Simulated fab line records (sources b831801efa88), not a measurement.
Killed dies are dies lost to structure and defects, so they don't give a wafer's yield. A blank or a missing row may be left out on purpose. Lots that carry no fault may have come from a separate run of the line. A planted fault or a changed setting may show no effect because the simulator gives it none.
fab line records / flow sky130
record: lots: 6 wafers: 18 last_day: 50
route steps=708 shown SONOS_ONO@184 GATE_OXIDE@187
lots that met no fault: taken from a fault-free run of the same line
start_h: start of the lot's first displayed wafer, in hours after the record's first day / wait_h: hours since the lot's step before / " as in the row above / L1.1+2: one row covering several wafers at once / - no value, or no start given / * or withheld: withheld / < > ~ a bound
route shown NAME@n: a module of which the file shows steps, and the number in the route of the first / usual: the fault-free wafers' mean and standard deviation / same: alike in all rows / chamber/n: place in a boat / sites: per-site readings / _std_site: their standard deviation / _edge_site: inner sites' mean taken away from outer sites' mean / radius_mm: how far each site lies from the wafer's centre / mask NAME#n: copy n / behind: the tool/chamber that last shaped the wafer / hold: reason for holding the lot/hours on hold/outcome of the hold / device: which transistor (n, p or np) failed to switch / end of line: the route-end tests of the same wafers / a step without rows: its recipe alone / killed: dies that structure and defects cost at the first sort, which is not the same as the wafer's yield / map: a wafer's dies, marking killed ones x, the rest . and places with no die _
set.NAME: the setting the step ran with; set.NAME@STEP: the setting that earlier step ran with / model.NAME: the simulator's own value behind a step, which no gauge read
certain route steps with their lots: each step a table, each wafer a row
services: from which hour (start_h, from the record's first day; less than 0 if before it) a tool's chamber was out of use, for how many hours, and why
== steps ==
step: SKY_SONOS_ONO_WET_ETCH_16
recipe: chemistry: dHF target_depth_nm: 14 dry: n2_spin target: SiO2 dilution: 100:1 temp_c: 25 time_s: 280
step: SKY_SONOS_ONO_STRIP_17
recipe: chemistry: O2/N2 power_w: 1400 pressure_mtorr: 1500 platen_temp_c: withheld o2_flow_sccm: 3000 n2_flow_sccm: 300 overash_fraction: 0.5
usual: drypump_motor_current_A: 5.85/0.26 oes_product_au: 0.709/0.0047 strip_time_to_endpoint_s: 14.09/0.04
lot.wafer=L841.1 tool=plasma_asher-02 chamber=1 start_h=299.95 wait_h=0.0 drypump_motor_current_A=5.71 oes_product_au=0.715 rf_hours_counter_h=49 strip_time_to_endpoint_s=14.07
lot.wafer=L841.2 tool=plasma_asher-02 chamber=0 start_h=299.95 wait_h=0.0 drypump_motor_current_A=6.03 oes_product_au=0.709 rf_hours_counter_h=49 strip_time_to_endpoint_s=14.11
lot.wafer=L841.5 tool=plasma_asher-02 chamber=0 start_h=299.95 wait_h=0.0 drypump_motor_current_A=6.02 oes_product_au=0.713 rf_hours_counter_h=- strip_time_to_endpoint_s=14.07
lot.wafer=L848.4 tool=plasma_asher-03 chamber=0 start_h=352.40 wait_h=0.0 drypump_motor_current_A=5.48 oes_product_au=0.705 rf_hours_counter_h=- strip_time_to_endpoint_s=14.11
lot.wafer=L848.5 tool=plasma_asher-03 chamber=0 start_h=352.40 wait_h=0.0 drypump_motor_current_A=5.49 oes_product_au=0.714 rf_hours_counter_h=- strip_time_to_endpoint_s=14.08
lot.wafer=L848.6 tool=plasma_asher-03 chamber=1 start_h=352.40 wait_h=0.0 drypump_motor_current_A=5.57 oes_product_au=0.702 rf_hours_counter_h=- strip_time_to_endpoint_s=14.15
lot.wafer=L849.2 tool=plasma_asher-03 chamber=1 start_h=361.05 wait_h=0.0 drypump_motor_current_A=5.56 oes_product_au=0.707 rf_hours_counter_h=20 strip_time_to_endpoint_s=14.14
lot.wafer=L849.3 tool=plasma_asher-03 chamber=1 start_h=361.05 wait_h=0.0 drypump_motor_current_A=5.56 oes_product_au=0.702 rf_hours_counter_h=- strip_time_to_endpoint_s=14.06
lot.wafer=L849.5 tool=plasma_asher-03 chamber=0 start_h=361.05 wait_h=0.0 drypump_motor_current_A=5.51 oes_product_au=0.711 rf_hours_counter_h=- strip_time_to_endpoint_s=14.03
lot.wafer=L857.1 tool=plasma_asher-03 chamber=1 start_h=421.60 wait_h=0.0 drypump_motor_current_A=5.58 oes_product_au=0.711 rf_hours_counter_h=26 strip_time_to_endpoint_s=14.09
lot.wafer=L857.2 tool=plasma_asher-03 chamber=0 start_h=421.60 wait_h=0.0 drypump_motor_current_A=5.51 oes_product_au=0.713 rf_hours_counter_h=26 strip_time_to_endpoint_s=14.07
lot.wafer=L857.5 tool=plasma_asher-03 chamber=0 start_h=421.60 wait_h=0.0 drypump_motor_current_A=5.52 oes_product_au=0.710 rf_hours_counter_h=- strip_time_to_endpoint_s=14.06
lot.wafer=L861.2 tool=plasma_asher-01 chamber=0 start_h=454.90 wait_h=0.0 drypump_motor_current_A=6.24 oes_product_au=0.714 rf_hours_counter_h=2 strip_time_to_endpoint_s=14.10
lot.wafer=L861.4 tool=plasma_asher-01 chamber=1 start_h=454.90 wait_h=0.0 drypump_motor_current_A=5.89 oes_product_au=0.709 rf_hours_counter_h=- strip_time_to_endpoint_s=14.14
lot.wafer=L861.5 tool=plasma_asher-01 chamber=1 start_h=454.90 wait_h=0.0 drypump_motor_current_A=5.88 oes_product_au=0.705 rf_hours_counter_h=- strip_time_to_endpoint_s=14.10
lot.wafer=L862.1 tool=plasma_asher-03 chamber=1 start_h=462.14 wait_h=0.0 drypump_motor_current_A=5.59 oes_product_au=0.711 rf_hours_counter_h=30 strip_time_to_endpoint_s=14.16
lot.wafer=L862.3 tool=plasma_asher-03 chamber=1 start_h=462.14 wait_h=0.0 drypump_motor_current_A=5.57 oes_product_au=0.726 rf_hours_counter_h=- strip_time_to_endpoint_s=14.10
lot.wafer=L862.4 tool=plasma_asher-03 chamber=0 start_h=462.14 wait_h=0.0 drypump_motor_current_A=5.50 oes_product_au=0.708 rf_hours_counter_h=- strip_time_to_endpoint_s=14.10
step: SKY_SONOS_ONO_WET_ETCH_18
recipe: chemistry: H3PO4 target_depth_nm: 15 target: Si3N4 temp_c: 160 time_s: 172
step: SKY_GATE_OXIDE_CLEAN_00
recipe: chemistry: SC1/SC2 mix: 1:4:20 temp_c: 70 time_s: 150 dry: n2_spin
step: SKY_GATE_OXIDE_OXIDATION_01
recipe: temp_c: 900 ambient: O2 stabilise_s: 600 purge_s: 300 target_thk_a: 102.68 ox_time_s: 1473
step: SKY_GATE_OXIDE_THK_MEAS_02
recipe: reads: SiO2_of_GATE_OXIDE_OXIDATION_01
usual: GATE_OXIDE_OXIDATION_00_THK: 10.22/0.21
lot.wafer=L841.1 tool=film_metro-01 chamber=- start_h=303.69 wait_h=0.0 GATE_OXIDE_OXIDATION_00_THK[nm]=10.05
lot.wafer=L841.2 tool=film_metro-01 chamber=- start_h=303.69 wait_h=0.0 GATE_OXIDE_OXIDATION_00_THK[nm]=9.90
lot.wafer=L841.5 tool=film_metro-01 chamber=- start_h=303.69 wait_h=0.0 GATE_OXIDE_OXIDATION_00_THK[nm]=9.98
lot.wafer=L848.4 tool=film_metro-02 chamber=- start_h=356.41 wait_h=0.0 GATE_OXIDE_OXIDATION_00_THK[nm]=10.15
lot.wafer=L848.5 tool=film_metro-02 chamber=- start_h=356.41 wait_h=0.0 GATE_OXIDE_OXIDATION_00_THK[nm]=9.99
lot.wafer=L848.6 tool=film_metro-02 chamber=- start_h=356.41 wait_h=0.0 GATE_OXIDE_OXIDATION_00_THK[nm]=10.06
lot.wafer=L849.2 tool=film_metro-02 chamber=- start_h=363.34 wait_h=0.0 GATE_OXIDE_OXIDATION_00_THK[nm]=10.23
lot.wafer=L849.3 tool=film_metro-02 chamber=- start_h=363.34 wait_h=0.0 GATE_OXIDE_OXIDATION_00_THK[nm]=10.32
lot.wafer=L849.5 tool=film_metro-02 chamber=- start_h=363.34 wait_h=0.0 GATE_OXIDE_OXIDATION_00_THK[nm]=10.34
lot.wafer=L857.1 tool=film_metro-01 chamber=- start_h=423.79 wait_h=0.0 GATE_OXIDE_OXIDATION_00_THK[nm]=10.13
lot.wafer=L857.2 tool=film_metro-01 chamber=- start_h=423.79 wait_h=0.0 GATE_OXIDE_OXIDATION_00_THK[nm]=10.09
lot.wafer=L857.5 tool=film_metro-01 chamber=- start_h=423.79 wait_h=0.0 GATE_OXIDE_OXIDATION_00_THK[nm]=10.31
lot.wafer=L861.2 tool=film_metro-02 chamber=- start_h=456.74 wait_h=0.0 GATE_OXIDE_OXIDATION_00_THK[nm]=10.23
lot.wafer=L861.4 tool=film_metro-02 chamber=- start_h=456.74 wait_h=0.0 GATE_OXIDE_OXIDATION_00_THK[nm]=10.36
lot.wafer=L861.5 tool=film_metro-02 chamber=- start_h=456.74 wait_h=0.0 GATE_OXIDE_OXIDATION_00_THK[nm]=10.37
lot.wafer=L862.1 tool=film_metro-02 chamber=- start_h=463.76 wait_h=0.0 GATE_OXIDE_OXIDATION_00_THK[nm]=10.02
lot.wafer=L862.3 tool=film_metro-02 chamber=- start_h=463.76 wait_h=0.0 GATE_OXIDE_OXIDATION_00_THK[nm]=10.31
lot.wafer=L862.4 tool=film_metro-02 chamber=- start_h=463.76 wait_h=0.0 GATE_OXIDE_OXIDATION_00_THK[nm]=10.07
step: SKY_GATE_OXIDE_DEHYDRATE_03
recipe: temp_c: 200 time_s: 60
step: SKY_GATE_OXIDE_HMDS_04
recipe: prime_time_s: 60 prime_temp_c: 120
step: SKY_GATE_OXIDE_COAT_05
recipe: resist: NOVOLAK spin_rpm: 3000 resist_thk_nm: 1140
step: SKY_GATE_OXIDE_SOFTBAKE_06
recipe: temp_c: 90 time_s: 60 resist: NOVOLAK
step: SKY_GATE_OXIDE_EXPOSE_07
recipe: mask_id: LVOM na: 0.6 source_shape: conventional sigma_outer: 0.6 polarization: unpolarized target_cd_nm: 600 dose_mj: 170
step: SKY_GATE_OXIDE_PEB_08
recipe: temp_c: withheld time_s: * resist: NOVOLAK
step: SKY_GATE_OXIDE_DEVELOP_09
recipe: resist: NOVOLAK developer: TMAH develop_time_s: 60 dev_temp_c: 23
usual: chill_plate_temp_C: 23.00/0.12 develop_time_s: 60/0 developer_temp_C: 22.99/0.1
lot.wafer=L841.1 tool=litho_track-02 chamber=0 start_h=329.49 wait_h=0.1 chill_plate_temp_C=23.04 develop_time_s=60 developer_temp_C=23.01
lot.wafer=L841.2 tool=litho_track-02 chamber=0 start_h=329.49 wait_h=0.1 chill_plate_temp_C=22.93 develop_time_s=60 developer_temp_C=22.96
lot.wafer=L841.5 tool=litho_track-02 chamber=0 start_h=329.49 wait_h=0.1 chill_plate_temp_C=23.10 develop_time_s=60 developer_temp_C=22.94
lot.wafer=L848.4 tool=litho_track-02 chamber=- start_h=384.22 wait_h=0.1 chill_plate_temp_C=- develop_time_s=- developer_temp_C=-
lot.wafer=L848.5 tool=litho_track-02 chamber=- start_h=384.22 wait_h=0.1 chill_plate_temp_C=- develop_time_s=- developer_temp_C=-
lot.wafer=L848.6 tool=litho_track-02 chamber=- start_h=384.22 wait_h=0.1 chill_plate_temp_C=- develop_time_s=- developer_temp_C=-
lot.wafer=L849.2 tool=litho_track-04 chamber=- start_h=390.43 wait_h=0.1 chill_plate_temp_C=- develop_time_s=- developer_temp_C=-
lot.wafer=L849.3 tool=litho_track-04 chamber=- start_h=390.43 wait_h=0.1 chill_plate_temp_C=- develop_time_s=- developer_temp_C=-
lot.wafer=L849.5 tool=litho_track-04 chamber=- start_h=390.43 wait_h=0.1 chill_plate_temp_C=- develop_time_s=- developer_temp_C=-
lot.wafer=L857.1 tool=litho_track-04 chamber=0 start_h=454.55 wait_h=0.1 chill_plate_temp_C=22.94 develop_time_s=60 developer_temp_C=22.94
lot.wafer=L857.2 tool=litho_track-04 chamber=0 start_h=454.55 wait_h=0.1 chill_plate_temp_C=23.08 develop_time_s=60 developer_temp_C=22.93
lot.wafer=L857.5 tool=litho_track-04 chamber=0 start_h=454.55 wait_h=0.1 chill_plate_temp_C=23.07 develop_time_s=60 developer_temp_C=22.89
lot.wafer=L861.2 tool=litho_track-02 chamber=0 start_h=487.01 wait_h=0.1 chill_plate_temp_C=23.05 develop_time_s=60 developer_temp_C=22.90
lot.wafer=L861.4 tool=litho_track-02 chamber=0 start_h=487.01 wait_h=0.1 chill_plate_temp_C=23.14 develop_time_s=60 developer_temp_C=23.06
lot.wafer=L861.5 tool=litho_track-02 chamber=0 start_h=487.01 wait_h=0.1 chill_plate_temp_C=23.19 develop_time_s=60 developer_temp_C=22.89
lot.wafer=L862.1 tool=litho_track-04 chamber=0 start_h=494.60 wait_h=0.1 chill_plate_temp_C=22.95 develop_time_s=60 developer_temp_C=22.92
lot.wafer=L862.3 tool=litho_track-04 chamber=0 start_h=494.60 wait_h=0.1 chill_plate_temp_C=23.20 develop_time_s=60 developer_temp_C=22.97
lot.wafer=L862.4 tool=litho_track-04 chamber=0 start_h=494.60 wait_h=0.1 chill_plate_temp_C=23.04 develop_time_s=60 developer_temp_C=22.89
step: SKY_GATE_OXIDE_OVL_MEAS_10
usual: GATE_OXIDE_OVL: -0.1/1.5
lot.wafer=L841.1 tool=overlay-02 chamber=- start_h=329.64 wait_h=0.1 GATE_OXIDE_OVL[nm]=1.7
lot.wafer=L841.2 tool=overlay-02 chamber=- start_h=329.64 wait_h=0.1 GATE_OXIDE_OVL[nm]=-0.9
lot.wafer=L841.5 tool=overlay-02 chamber=- start_h=329.64 wait_h=0.1 GATE_OXIDE_OVL[nm]=1.3
lot.wafer=L848.4 tool=overlay-01 chamber=- start_h=384.31 wait_h=0.1 GATE_OXIDE_OVL[nm]=-
lot.wafer=L848.5 tool=overlay-01 chamber=- start_h=384.31 wait_h=0.1 GATE_OXIDE_OVL[nm]=-
lot.wafer=L848.6 tool=overlay-01 chamber=- start_h=384.31 wait_h=0.1 GATE_OXIDE_OVL[nm]=-
lot.wafer=L849.2 tool=overlay-01 chamber=- start_h=390.56 wait_h=0.1 GATE_OXIDE_OVL[nm]=-
lot.wafer=L849.3 tool=overlay-01 chamber=- start_h=390.56 wait_h=0.1 GATE_OXIDE_OVL[nm]=-
lot.wafer=L849.5 tool=overlay-01 chamber=- start_h=390.56 wait_h=0.1 GATE_OXIDE_OVL[nm]=-
lot.wafer=L857.1 tool=overlay-02 chamber=- start_h=454.70 wait_h=0.1 GATE_OXIDE_OVL[nm]=0.0
lot.wafer=L857.2 tool=overlay-02 chamber=- start_h=454.70 wait_h=0.1 GATE_OXIDE_OVL[nm]=1.0
lot.wafer=L857.5 tool=overlay-02 chamber=- start_h=454.70 wait_h=0.1 GATE_OXIDE_OVL[nm]=-0.3
lot.wafer=L861.2 tool=overlay-01 chamber=- start_h=487.15 wait_h=0.1 GATE_OXIDE_OVL[nm]=-1.8
lot.wafer=L861.4 tool=overlay-01 chamber=- start_h=487.15 wait_h=0.1 GATE_OXIDE_OVL[nm]=-1.0
lot.wafer=L861.5 tool=overlay-01 chamber=- start_h=487.15 wait_h=0.1 GATE_OXIDE_OVL[nm]=1.6
lot.wafer=L862.1 tool=overlay-01 chamber=- start_h=494.75 wait_h=0.1 GATE_OXIDE_OVL[nm]=-1.6
lot.wafer=L862.3 tool=overlay-01 chamber=- start_h=494.75 wait_h=0.1 GATE_OXIDE_OVL[nm]=-2.5
lot.wafer=L862.4 tool=overlay-01 chamber=- start_h=494.75 wait_h=0.1 GATE_OXIDE_OVL[nm]=-0.9
== services ==
tool=plasma_asher-03 chamber=- start_h=291.60 hours=52.8 kind=repair
tool=plasma_asher-01 chamber=- start_h=342.54 hours=4.0 kind=pm
tool=plasma_asher-02 chamber=- start_h=364.16 hours=6.9 kind=repair
tool=plasma_asher-01 chamber=- start_h=391.11 hours=0.7 kind=repair
tool=plasma_asher-02 chamber=- start_h=414.82 hours=3.0 kind=repair
tool=plasma_asher-01 chamber=- start_h=421.25 hours=9.0 kind=pm
tool=plasma_asher-01 chamber=0 start_h=421.25 hours=9.0 kind=vent_cycle
tool=plasma_asher-01 chamber=1 start_h=421.25 hours=9.0 kind=vent_cycle
tool=plasma_asher-01 chamber=0 start_h=430.25 hours=- kind=clean
tool=plasma_asher-01 chamber=1 start_h=430.25 hours=- kind=clean
tool=plasma_asher-03 chamber=- start_h=450.99 hours=2.9 kind=repair
tool=plasma_asher-01 chamber=- start_h=462.37 hours=11.4 kind=repair
tool=plasma_asher-03 chamber=- start_h=468.00 hours=18.4 kind=pm
== key ==
first_sign: step: SKY_GATE_OXIDE_DEVELOP_09 reading: tool_record direction: missing
effect none on later readings
met_at SKY_GATE_OXIDE_DEVELOP_09
struck_wafers L848.4,L848.5,L848.6,L849.2,L849.3,L849.5
later_rows_left_out L848.4,L848.5,L848.6,L849.2,L849.3,L849.5
sort_left_out L848.4,L848.5,L848.6,L849.2,L849.3,L849.5
tester_left_out L848,L849
onset_between 329.49 384.22
fault: kind: skipped_step_whole tool: litho_track-02,litho_track-04 chamber: - onset_h: 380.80 steps: SKY_GATE_OXIDE_DEVELOP_09 scope: struck_lots_only
tester_left_out: of these lots the tester's yield and bins aren't shown, on N5 and GAA mostly nor the transistor test; their killed dies are dies lost to structure and defects alone, not to doping, threshold or leakage, so they don't give the yield
sort_left_out: the simulated sort isn't trusted on such a fault, so these wafers' sort isn't shown, and their yield isn't known
later_rows_left_out: the simulator's readings of these wafers behind a module that went badly wrong aren't trusted and aren't shown, but for the sort
